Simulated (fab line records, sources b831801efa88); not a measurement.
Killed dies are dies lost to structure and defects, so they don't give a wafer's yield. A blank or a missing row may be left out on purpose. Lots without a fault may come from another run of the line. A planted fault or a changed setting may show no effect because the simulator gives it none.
fab line records | flow gf180mcu
record lots=24 wafers=72 last_day=34
route steps=602 shown CONTACT@301 V1@350 V2@396 M3@412
lots that met no fault: from a run of the same line without faults
start_h: hours from the record's first day to the start of the lot's first wafer shown | wait_h: hours since the lot's step before | " the same as in the row above | L1.1+2: a row that stands for several wafers | - no value, or no start given | * or withheld: withheld | < > ~ a bound
route shown NAME@n: a module of which the file shows steps, and the number in the route of the first | usual: mean/standard deviation of fault-free wafers | same: alike in all rows | chamber/n: place in a boat | sites: the reading at each site | _std_site: their standard deviation | _edge_site: outer sites' mean less inner sites' | radius_mm: how far each site lies from the wafer's centre | mask NAME#n: copy n | behind: the tool/chamber that last shaped the wafer | hold: why the lot was held/for how many hours/how that ended | device: the transistor (n, p or np) that didn't switch | end of line: the same wafers' tests at the end of the route | a step without rows: its recipe alone | killed: dies lost to structure and defects at the first sort, not the wafer's yield | map: a wafer's dies, x killed, . not, _ none there
set.NAME: the setting as run; set.NAME@STEP: as run at that earlier step | model.NAME: the simulator's own value behind a step, which no gauge read
steps of the route over a sample of lots; a table a step, a row a wafer
services: from which hour (start_h, from the record's first day; less than 0 if before it) a tool's chamber was out of use, for how many hours, and why
## steps
# step GF_CONTACT_CD_MEAS_14
# recipe target_cd_nm=220
# usual cd_nm=220.0/1.3
# columns lot.wafer tool chamber start_h wait_h cd_nm
L074.2 cd_sem-02 - 362.28 0.1 218.9
L074.3 " - " " 219.4
L074.5 " - " " 218.9
L075.2 cd_sem-02 - 372.42 0.1 218.8
L075.3 " - " " 217.9
L075.6 " - " " 217.5
L076.1 cd_sem-01 - 380.75 0.1 220.1
L076.3 " - " " 220.3
L076.5 " - " " 220.4
L078.1 cd_sem-01 - 395.86 0.1 220.9
L078.3 " - " " 219.9
L078.6 " - " " 220.5
L077.1 cd_sem-01 - 399.15 0.1 219.4
L077.2 " - " " 218.2
L077.6 " - " " 219.2
L079.3 cd_sem-02 - 400.94 0.1 219.6
L079.4 " - " " 219.7
L079.6 " - " " 219.7
L080.1 cd_sem-02 - 415.18 0.1 220.1
L080.2 " - " " 220.3
L080.6 " - " " 220.5
L081.1 cd_sem-02 - 422.32 0.2 220.4
L081.3 " - " " 220.5
L081.4 " - " " 220.9
L082.2 cd_sem-02 - 435.54 0.3 222.8
L082.4 " - " " 221.3
L082.6 " - " " 220.9
L083.3 cd_sem-02 - 442.52 0.1 221.2
L083.5 " - " " 219.8
L083.6 " - " " 220.7
L084.1 cd_sem-02 - 450.00 0.1 218.9
L084.2 " - " " 219.3
L084.6 " - " " 218.7
L085.3 cd_sem-02 - 465.19 0.1 219.5
L085.5 " - " " 218.9
L085.6 " - " " 218.7
L086.2 cd_sem-01 - 471.74 0.1 217.0
L086.5 " - " " 218.7
L086.6 " - " " 218.0
L087.1 cd_sem-01 - 489.36 0.1 220.6
L087.4 " - " " 220.4
L087.6 " - " " 220.5
L088.2 cd_sem-02 - 490.22 0.1 218.7
L088.4 " - " " 217.6
L088.5 " - " " 217.6
L089.1 cd_sem-02 - 496.86 0.1 220.4
L089.2 " - " " 219.0
L089.4 " - " " 219.3
L090.3 cd_sem-02 - 503.40 0.1 220.7
L090.4 " - " " 219.2
L090.6 " - " " 222.0
L091.1 cd_sem-02 - 512.70 0.1 218.5
L091.2 " - " " 219.9
L091.3 " - " " 219.5
L092.2 cd_sem-02 - 517.93 0.1 220.8
L092.4 " - " " 220.3
L092.6 " - " " 220.5
L093.2 cd_sem-02 - 525.02 0.1 223.4
L093.5 " - " " 222.4
L093.6 " - " " 222.5
L094.1 cd_sem-02 - 536.40 0.1 222.6
L094.5 " - " " 221.6
L094.6 " - " " 222.1
L095.1 cd_sem-02 - 544.42 0.1 219.1
L095.2 " - " " 217.5
L095.4 " - " " 218.6
L096.1 cd_sem-02 - 553.46 0.1 220.9
L096.3 " - " " 221.7
L096.6 " - " " 220.6
L097.2 cd_sem-01 - 562.48 0.1 220.7
L097.3 " - " " 220.6
L097.4 " - " " 220.8
# step GF_V1_OVL_MEAS_15
# usual V1_OVL=4/5.6
# columns lot.wafer tool chamber start_h wait_h V1_OVL[nm]
L074.2 overlay-02 - 411.71 0.1 12
L074.3 " - " " 16
L074.5 " - " " 11
L075.2 overlay-02 - 422.66 0.1 10
L075.3 " - " " 3
L075.6 " - " " 8
L076.1 overlay-02 - 430.97 0.1 0
L076.3 " - " " 4
L076.5 " - " " 4
L078.1 overlay-02 - 447.12 0.1 -2
L078.3 " - " " 6
L078.6 " - " " 3
L077.1 overlay-01 - 449.77 0.1 13
L077.2 " - " " 10
L077.6 " - " " 19
L079.3 overlay-01 - 452.13 0.1 -5
L079.4 " - " " 1
L079.6 " - " " -2
L080.1 overlay-01 - 466.79 0.1 5
L080.2 " - " " 1
L080.6 " - " " 8
L081.1 overlay-01 - 474.04 0.1 6
L081.3 " - " " 13
L081.4 " - " " 7
L082.2 overlay-01 - 487.03 0.1 4
L082.4 " - " " 2
L082.6 " - " " -2
L083.3 overlay-02 - 494.06 0.1 -2
L083.5 " - " " 14
L083.6 " - " " 1
L084.1 overlay-01 - 501.29 0.1 10
L084.2 " - " " 0
L084.6 " - " " 6
L085.3 overlay-01 - 515.81 0.1 -1
L085.5 " - " " 2
L085.6 " - " " 4
L086.2 overlay-02 - 522.56 0.1 10
L086.5 " - " " 12
L086.6 " - " " 9
L087.1 overlay-02 - 538.69 0.1 -1
L087.4 " - " " -2
L087.6 " - " " 4
L088.2 overlay-01 - 539.46 0.1 4
L088.4 " - " " -1
L088.5 " - " " 4
L089.1 overlay-01 - 546.39 0.1 1
L089.2 " - " " -5
L089.4 " - " " -10
L090.3 overlay-01 - 552.61 0.1 2
L090.4 " - " " 6
L090.6 " - " " 1
L091.1 overlay-01 - 559.95 0.1 7
L091.2 " - " " 9
L091.3 " - " " 9
L092.2 overlay-02 - 566.46 0.1 5
L092.4 " - " " 1
L092.6 " - " " -9
L093.2 overlay-01 - 572.11 0.1 2
L093.5 " - " " 6
L093.6 " - " " 6
L094.1 overlay-01 - 582.54 0.1 -2
L094.5 " - " " 5
L094.6 " - " " 9
L095.1 overlay-02 - 591.14 0.1 4
L095.2 " - " " -2
L095.4 " - " " -2
L096.1 overlay-02 - 599.67 0.1 8
L096.3 " - " " 8
L096.6 " - " " 6
L097.2 overlay-01 - 608.07 0.1 -1
L097.3 " - " " -4
L097.4 " - " " -5
# step GF_V2_CD_MEAS_14
# recipe target_cd_nm=260
# usual cd_nm=259.8/1.6
# columns lot.wafer tool chamber start_h wait_h cd_nm
L074.2 cd_sem-02 - 462.88 0.1 258.0
L074.3 " - " " 259.2
L074.5 " - " " 259.1
L075.2 cd_sem-02 - 474.22 0.1 257.1
L075.3 " - " " 257.2
L075.6 " - " " 258.4
L076.1 cd_sem-01 - 482.95 0.1 258.4
L076.3 " - " " 258.3
L076.5 " - " " 258.6
L078.1 cd_sem-02 - 498.35 0.1 258.8
L078.3 " - " " 259.1
L078.6 " - " " 259.1
L077.1 cd_sem-02 - 500.71 0.1 259.4
L077.2 " - " " 260.7
L077.6 " - " " 259.7
L079.3 cd_sem-01 - 501.79 0.1 257.4
L079.4 " - " " 257.6
L079.6 " - " " 257.5
L080.1 cd_sem-02 - 517.26 0.1 259.2
L080.2 " - " " 259.0
L080.6 " - " " 259.2
L081.1 cd_sem-02 - 523.81 0.1 260.6
L081.3 " - " " 259.5
L081.4 " - " " 259.9
L082.2 cd_sem-02 - 536.54 0.2 261.4
L082.4 " - " " 261.5
L082.6 " - " " 261.4
L083.3 cd_sem-02 - 543.59 0.1 261.2
L083.5 " - " " 261.5
L083.6 " - " " 261.7
L084.1 cd_sem-02 - 549.75 0.1 260.0
L084.2 " - " " 259.2
L084.6 " - " " 260.1
L085.3 cd_sem-02 - 563.76 0.1 260.2
L085.5 " - " " 260.5
L085.6 " - " " 259.1
L086.2 cd_sem-01 - 570.72 0.1 258.5
L086.5 " - " " 258.2
L086.6 " - " " 259.6
L087.1 cd_sem-01 - 585.16 0.1 260.5
L087.4 " - " " 260.3
L087.6 " - " " 260.7
L088.2 cd_sem-01 - 587.27 0.1 261.2
L088.4 " - " " 261.4
L088.5 " - " " 260.5
L089.1 cd_sem-01 - 592.36 0.1 261.6
L089.2 " - " " 262.3
L089.4 " - " " 262.8
L090.3 cd_sem-01 - 598.15 0.1 258.5
L090.4 " - " " 259.9
L090.6 " - " " 258.8
L091.1 cd_sem-02 - 604.85 0.1 261.5
L091.2 " - " " 261.0
L091.3 " - " " 261.2
L092.2 cd_sem-01 - 611.72 0.1 259.0
L092.4 " - " " 259.7
L092.6 " - " " 258.2
L093.2 cd_sem-01 - 617.39 0.1 257.4
L093.5 " - " " 257.2
L093.6 " - " " 256.7
L094.1 cd_sem-02 - 626.10 0.1 263.7
L094.5 " - " " 264.4
L094.6 " - " " 263.2
L095.1 cd_sem-01 - 635.81 0.1 259.2
L095.2 " - " " 260.1
L095.4 " - " " 259.7
L096.1 cd_sem-02 - 642.97 0.1 262.7
L096.3 " - " " 261.2
L096.6 " - " " 262.0
L097.2 cd_sem-01 - 652.04 0.1 258.6
L097.3 " - " " 260.2
L097.4 " - " " 259.3
# step GF_V2_STRIP_18
# recipe chemistry=O2/N2 power_w=1400 pressure_mtorr=1500 platen_temp_c=250 o2_flow_sccm=3000 n2_flow_sccm=300 overash_fraction=0.5
# usual drypump_motor_current_A=5.3/0.38 heater_power_w=327/20 oes_product_au=0.594/0.0047
# columns lot.wafer tool chamber start_h wait_h drypump_motor_current_A heater_power_w oes_product_au rf_hours_counter_h
L074.2 plasma_asher-01 0 463.14 - 5.2 331 0.591 4
L074.3 " 1 " " 5.1 371 0.595 -
L074.5 " 1 " " 5.1 378 0.594 -
L075.2 plasma_asher-01 0 474.48 - 5.2 332 0.585 5
L075.3 " 1 " " 5.1 370 0.599 -
L075.6 " 0 " " 5.2 336 0.599 -
L076.1 plasma_asher-04 1 483.23 - 4.8 304 0.592 82
L076.3 " 0 " " 5.6 323 0.603 -
L076.5 " 0 " " 5.5 323 0.594 -
L078.1 plasma_asher-02 1 498.63 - 6.0 306 0.601 43
L078.3 " 0 " " 5.4 324 0.592 -
L078.6 " 1 " " 6.0 321 0.594 -
L077.1 plasma_asher-02 0 500.99 - 5.5 319 0.587 43
L077.2 " 1 " " 6.0 318 0.592 43
L077.6 " 0 " " 5.4 329 0.586 -
L079.3 plasma_asher-04 0 502.07 - 5.5 313 0.597 -
L079.4 " 1 " " 4.8 303 0.590 -
L079.6 " 1 " " 4.8 310 0.586 -
L080.1 plasma_asher-04 1 517.54 - 4.8 306 0.593 85
L080.2 " 0 " " 5.5 322 0.593 85
L080.6 " 1 " " 4.8 308 0.590 -
L081.1 plasma_asher-04 0 524.09 - 5.5 328 0.596 86
L081.3 " 0 " " 5.6 323 0.585 -
L081.4 " 1 " " 4.8 307 0.587 -
L082.2 plasma_asher-02 1 536.80 - 6.0 323 0.593 47
L082.4 " 0 " " 5.4 328 0.590 -
L082.6 " 1 " " 6.0 326 0.596 -
L083.3 plasma_asher-04 1 543.87 - 4.8 304 0.588 -
L083.5 " 0 " " 5.5 318 0.597 -
L083.6 " 1 " " 4.8 309 0.592 -
L084.1 plasma_asher-04 0 550.03 - 5.6 318 0.593 88
L084.2 " 1 " " 4.8 315 0.600 88
L084.6 " 0 " " 5.6 322 0.593 -
L085.3 plasma_asher-02 0 564.04 - 5.4 327 0.598 -
L085.5 " 1 " " 6.0 323 0.597 -
L085.6 " 0 " " 5.5 318 0.589 -
L086.2 plasma_asher-04 0 570.98 - 5.6 319 0.592 90
L086.5 " 1 " " 4.8 309 0.600 -
L086.6 " 0 " " 5.5 315 0.601 -
L087.1 plasma_asher-04 0 585.44 - 5.5 326 0.602 92
L087.4 " 0 " " 5.5 316 0.588 -
L087.6 " 1 " " 4.8 300 0.597 -
L088.2 plasma_asher-01 0 587.53 - 5.2 332 0.605 17
L088.4 " 0 " " 5.2 348 0.598 -
L088.5 " 1 " " 5.1 377 0.599 -
L089.1 plasma_asher-01 0 592.64 - 5.2 331 0.595 18
L089.2 " 1 " " 5.1 367 0.595 18
L089.4 " 0 " " 5.2 329 0.586 -
L090.3 plasma_asher-04 1 598.43 - 4.8 308 0.594 -
L090.4 " 0 " " 5.5 315 0.597 -
L090.6 " 1 " " 4.8 314 0.593 -
L091.1 plasma_asher-02 1 605.13 - 6.1 320 0.593 54
L091.2 " 0 " " 5.4 324 0.598 54
L091.3 " 1 " " 6.0 322 0.597 -
L092.2 plasma_asher-02 0 611.98 - 5.4 319 0.594 55
L092.4 " 1 " " 6.0 312 0.600 -
L092.6 " 1 " " 6.0 311 0.589 -
L093.2 plasma_asher-02 1 617.66 - 6.1 311 0.593 55
L093.5 " 0 " " 5.4 311 0.588 -
L093.6 " 1 " " 6.0 307 0.598 -
L094.1 plasma_asher-01 0 626.38 - 5.2 337 0.595 21
L094.5 " 0 " " 5.2 339 0.594 -
L094.6 " 1 " " 5.1 370 0.593 -
L095.1 plasma_asher-01 1 636.09 - 5.1 367 0.590 22
L095.2 " 0 " " 5.2 336 0.600 22
L095.4 " 1 " " 5.1 360 0.591 -
L096.1 plasma_asher-04 0 643.26 - 5.5 320 0.598 98
L096.3 " 1 " " 4.8 306 0.596 -
L096.6 " 0 " " 5.5 327 0.589 -
L097.2 plasma_asher-01 0 652.31 - 5.2 334 0.603 24
L097.3 " 1 " " 5.1 377 0.587 -
L097.4 " 0 " " 5.2 338 0.600 -
# step GF_V2_RS_MEAS_24
# recipe thk_meas_gauge=four-point-probe reads=W_of_V2_CVD_23+TiN_of_V2_SPUTTER_22+Ti_of_V2_SPUTTER_21
# usual V2_W_RS=0.328/0.0039
# columns lot.wafer tool chamber start_h wait_h V2_W_RS[ohm/sq]
L074.2 film_metro-03 - 463.91 0.1 0.322
L074.3 " - " " 0.330
L074.5 " - " " 0.331
L075.2 film_metro-02 - 475.25 0.1 0.329
L075.3 " - " " 0.327
L075.6 " - " " 0.326
L076.1 film_metro-03 - 483.98 0.1 0.333
L076.3 " - " " 0.329
L076.5 " - " " 0.320
L078.1 film_metro-04 - 499.38 0.1 0.326
L078.3 " - " " 0.327
L078.6 " - " " 0.323
L077.1 film_metro-03 - 501.74 0.1 0.330
L077.2 " - " " 0.328
L077.6 " - " " 0.329
L079.3 film_metro-04 - 502.82 0.1 0.324
L079.4 " - " " 0.324
L079.6 " - " " 0.324
L080.1 film_metro-04 - 518.69 0.1 0.329
L080.2 " - " " 0.325
L080.6 " - " " 0.324
L081.1 film_metro-03 - 524.92 0.1 0.335
L081.3 " - " " 0.330
L081.4 " - " " 0.326
L082.2 film_metro-04 - 537.57 0.1 0.333
L082.4 " - " " 0.329
L082.6 " - " " 0.327
L083.3 film_metro-02 - 544.62 0.1 0.328
L083.5 " - " " 0.327
L083.6 " - " " 0.324
L084.1 film_metro-04 - 550.81 0.1 0.333
L084.2 " - " " 0.335
L084.6 " - " " 0.336
L085.3 film_metro-04 - 564.79 0.1 0.323
L085.5 " - " " 0.320
L085.6 " - " " 0.323
L086.2 film_metro-04 - 571.75 0.1 0.322
L086.5 " - " " 0.331
L086.6 " - " " 0.326
L087.1 film_metro-04 - 586.22 0.1 0.329
L087.4 " - " " 0.327
L087.6 " - " " 0.327
L088.2 film_metro-04 - 588.34 0.1 0.323
L088.4 " - " " 0.324
L088.5 " - " " 0.322
L089.1 film_metro-02 - 593.39 0.1 0.333
L089.2 " - " " 0.327
L089.4 " - " " 0.336
L090.3 film_metro-04 - 599.18 0.1 0.332
L090.4 " - " " 0.328
L090.6 " - " " 0.329
L091.1 film_metro-02 - 605.91 0.1 0.325
L091.2 " - " " 0.324
L091.3 " - " " 0.325
L092.2 film_metro-03 - 612.76 0.1 0.326
L092.4 " - " " 0.325
L092.6 " - " " 0.324
L093.2 film_metro-03 - 618.43 0.1 0.334
L093.5 " - " " 0.330
L093.6 " - " " 0.328
L094.1 film_metro-02 - 627.16 0.1 0.333
L094.5 " - " " 0.332
L094.6 " - " " 0.329
L095.1 film_metro-03 - 636.85 0.1 0.330
L095.2 " - " " 0.337
L095.4 " - " " 0.334
L096.1 film_metro-04 - 644.01 0.1 0.328
L096.3 " - " " 0.331
L096.6 " - " " 0.328
L097.2 film_metro-02 - 653.07 0.1 0.326
L097.3 " - " " 0.325
L097.4 " - " " 0.324
# step GF_M3_SPUTTER_03
# recipe material=Ti target_thk_nm=10 substrate_temp_c=300 chamber_pressure_pa=0.3 power_w=3000 time_s=6.7
# usual throttle_valve_pct=30.9/0.95
# columns lot.wafer tool chamber start_h wait_h throttle_valve_pct
L074.2 pvd_sputter-02 - 464.53 0.0 32.0
L074.3 " - " " 31.2
L074.5 " - " " 31.4
L075.2 pvd_sputter-04 - 475.87 0.0 31.6
L075.3 " - " " 29.1
L075.6 " - " " 30.1
L076.1 pvd_sputter-02 - 484.62 0.0 32.0
L076.3 " - " " 31.3
L076.5 " - " " 31.7
L078.1 pvd_sputter-02 - 500.02 0.0 31.2
L078.3 " - " " 31.8
L078.6 " - " " 31.6
L077.1 pvd_sputter-04 - 502.38 0.0 28.7
L077.2 " - " " 30.1
L077.6 " - " " 31.5
L079.3 pvd_sputter-03 - 503.42 0.0 30.7
L079.4 " - " " 29.9
L079.6 " - " " 29.6
L080.1 pvd_sputter-02 - 519.33 0.0 31.8
L080.2 " - " " 30.2
L080.6 " - " " 30.0
L081.1 pvd_sputter-02 - 525.78 0.0 31.8
L081.3 " - " " 30.2
L081.4 " - " " 31.7
L082.2 pvd_sputter-02 - 538.20 0.0 31.0
L082.4 " - " " 31.6
L082.6 " - " " 31.2
L083.3 pvd_sputter-02 - 545.22 0.0 31.4
L083.5 " - " " 31.5
L083.6 " - " " 31.0
L084.1 pvd_sputter-02 - 551.45 0.0 30.4
L084.2 " - " " 31.2
L084.6 " - " " 30.1
L085.3 pvd_sputter-04 - 565.40 0.0 28.6
L085.5 " - " " 28.6
L085.6 " - " " 31.4
L086.2 pvd_sputter-02 - 572.37 0.0 30.4
L086.5 " - " " 31.8
L086.6 " - " " 31.8
L087.1 pvd_sputter-02 - 586.86 0.0 30.3
L087.4 " - " " 31.5
L087.6 " - " " 31.7
L088.2 pvd_sputter-02 - 588.96 0.0 31.8
L088.4 " - " " 31.4
L088.5 " - " " 31.2
L089.1 pvd_sputter-02 - 594.03 0.0 31.7
L089.2 " - " " 30.1
L089.4 " - " " 31.3
L090.3 pvd_sputter-04 - 599.78 0.0 31.7
L090.4 " - " " 28.9
L090.6 " - " " 31.6
L091.1 pvd_sputter-04 - 606.55 0.0 31.8
L091.2 " - " " 31.5
L091.3 " - " " 30.0
L092.2 pvd_sputter-02 - 613.38 0.0 31.7
L092.4 " - " " 31.3
L092.6 " - " " 31.7
L093.2 pvd_sputter-02 - 619.05 0.0 31.8
L093.5 " - " " 31.4
L093.6 " - " " 32.0
L094.1 pvd_sputter-04 - 627.80 0.0 31.4
L094.5 " - " " 31.5
L094.6 " - " " 28.7
L095.1 pvd_sputter-04 - 637.49 0.0 30.1
L095.2 " - " " 31.4
L095.4 " - " " 28.6
L096.1 pvd_sputter-04 - 644.65 0.0 30.2
L096.3 " - " " 31.4
L096.6 " - " " 28.7
L097.2 pvd_sputter-02 - 653.69 0.0 31.7
L097.3 " - " " 30.4
L097.4 " - " " 31.0
## services
# columns tool chamber start_h hours kind
pvd_sputter-02 - 507.08 2.2 repair
plasma_asher-02 - 540.48 2.8 pm
pvd_sputter-04 - 546.64 8.8 repair
pvd_sputter-02 2 554.21 - consumable_replace:kit
pvd_sputter-02 2 554.21 18.0 scheduled_down
pvd_sputter-02 2 554.21 18.0 vent_cycle
pvd_sputter-03 - 566.60 1.1 repair
pvd_sputter-04 0 581.38 - consumable_replace:kit
pvd_sputter-04 0 581.38 18.0 scheduled_down
pvd_sputter-04 0 581.38 18.0 vent_cycle
pvd_sputter-03 - 609.95 7.4 repair
pvd_sputter-03 - 614.79 6.3 repair
pvd_sputter-02 - 649.45 1.7 repair
## key
fault none
